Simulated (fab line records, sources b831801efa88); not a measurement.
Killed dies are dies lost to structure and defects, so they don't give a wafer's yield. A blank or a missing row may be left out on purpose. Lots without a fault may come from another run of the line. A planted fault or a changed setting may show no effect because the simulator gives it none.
A struck lot beside a sound one | flow sfq_line | 18 steps out of a route of 325
Sound: wafers L495.1, L495.2, L495.5. Struck: wafer L504.4. (L504.2, L504.6 of the same lot were not struck and are left out.) The cause comes at the end.
At each step with rows: each side's tool, then ch and its chambers, then its first start. Under that, the readings that differ: sound wafers | struck wafers | difference of the means | sigmas: that difference in standard deviations of wafers without a fault.
alike: readings whose means differ by less than 2 such deviations, and words and numbers that are the same on both sides. not compared: withheld readings, readings that some wafer has no value for, bounds like >300 that may hide the same value, and numbers for which the record gives no deviation and whose values overlap.
The two part at a step that has a row with sigmas, a row that says differs or no value, or rows on one side only. Numbers that don't overlap but have no deviation are shown without sigmas and don't part them. A reading that every wafer of one side lacks parts them only if that side has two wafers or more.

first, 2 steps without rows for these wafers: SFQ_TRILAYER_I4_VIA_STRIP_SOLV_CLEAN_108 (cleans in NMP, time 600 s); SFQ_TRILAYER_JJ_TRILAYER_DEP_PRE_CLEAN_113 (time 22.5 s).
SFQ_TRILAYER_JJ_TRILAYER_DEP_SPUTTER_109: material Nb, target thk 150 nm, time 100 s.
  sound on pvd_sputter-05, day 47 16:58; struck on pvd_sputter-06, day 50 19:47
  alike: throttle_valve_pct
SFQ_TRILAYER_JJ_TRILAYER_DEP_SPUTTER_110: material Al, target thk 8 nm, time 10 s.
  sound on pvd_sputter-05, day 47 17:02; struck on pvd_sputter-06, day 50 19:51
  alike: throttle_valve_pct
then, 1 step without rows for these wafers: SFQ_TRILAYER_JJ_TRILAYER_DEP_AL_OXIDATION_111 (oxidation time 600 s).
SFQ_TRILAYER_JJ_TRILAYER_DEP_SPUTTER_112: material Nb, target thk 170 nm, time 113.3 s.
  sound on pvd_sputter-05, day 47 18:04; struck on pvd_sputter-06, day 50 20:52
  alike: throttle_valve_pct
SFQ_JJ_RS_MEAS_929: measures by four-point-probe.
  sound on film_metro-01, day 47 18:08; struck on film_metro-03, day 50 20:58
  alike: JJ_NB_RS
then, 4 steps without rows for these wafers: SFQ_TRILAYER_JJ_CE_LITHO_COAT_119 (resist thk 62 nm); SFQ_TRILAYER_JJ_CE_LITHO_COAT_114 (resist thk 600 nm); SFQ_TRILAYER_JJ_CE_LITHO_SOFTBAKE_118; SFQ_TRILAYER_JJ_CE_LITHO_EXPOSE_115 (exposes mask J5, target cd 700 nm).
-- the record jumps here: 5 days lie between the struck wafers' starts before and after --
SFQ_TRILAYER_JJ_CE_LITHO_PEB_117: peb time 60 s.
  sound on litho_track-04 ch 0, day 53 03:01; struck on litho_track-04 ch 0, day 56 04:14
then, 1 step without rows for these wafers: SFQ_TRILAYER_JJ_CE_LITHO_DEVELOP_116 (time 60 s).
SFQ_JJ_OVL_MEAS_931:
  sound on overlay-02, day 53 03:19; struck on overlay-01, day 56 04:31
  alike: J5_OVL
SFQ_TRILAYER_JJ_CE_METRO_MEASURE_117:
  sound on cd_sem-01, day 53 03:21; struck on cd_sem-01, day 56 06:48
  reading    | sound             | struck | difference | sigmas
  cd_nm (nm) | 701.2 702.1 701.1 | 668.8  | -32.7      | -27
SFQ_TRILAYER_JJ_CE_BARC_OPEN_RIE_150: chemistry O2, target BARC, target depth 240 nm, time 80 s.
  sound on rie_metal-01 ch 0,1, day 53 04:33; struck on rie_metal-02 ch 0, day 56 12:39
  reading             | sound           | struck | difference | sigmas
  model.JJ.cd_nm (nm) | 700.5 701.9 701 | 669.2  | -31.9      |
  alike: chamber_pressure_mTorr, drypump_motor_current_A, oes_product_au
  not compared: rf_hours_counter_h
SFQ_TRILAYER_JJ_CE_ETCH_RIE_118: chemistry SF6, target Nb, stops on Al2O3, time 97.7 s, target depth 170 nm.
  sound on rie_metal-01 ch 0,1, day 53 04:38; struck on rie_metal-02 ch 0, day 56 12:44
  reading             | sound             | struck | difference | sigmas
  model.JJ.cd_nm (nm) | 699.2 701.2 700.6 | 668.6  | -31.7      |
  alike: chamber_pressure_mTorr, drypump_motor_current_A, oes_product_au
  not compared: rf_hours_counter_h
then, 1 step without rows for these wafers: SFQ_TRILAYER_JJ_ANODIZE_ANODIZE_119.

WHERE THEY PART
Only at SFQ_TRILAYER_JJ_CE_METRO_MEASURE_117, within this record. Later steps at which nothing parts them and some readings are alike: SFQ_TRILAYER_JJ_CE_BARC_OPEN_RIE_150, SFQ_TRILAYER_JJ_CE_ETCH_RIE_118.

WHY: what the simulator had put in
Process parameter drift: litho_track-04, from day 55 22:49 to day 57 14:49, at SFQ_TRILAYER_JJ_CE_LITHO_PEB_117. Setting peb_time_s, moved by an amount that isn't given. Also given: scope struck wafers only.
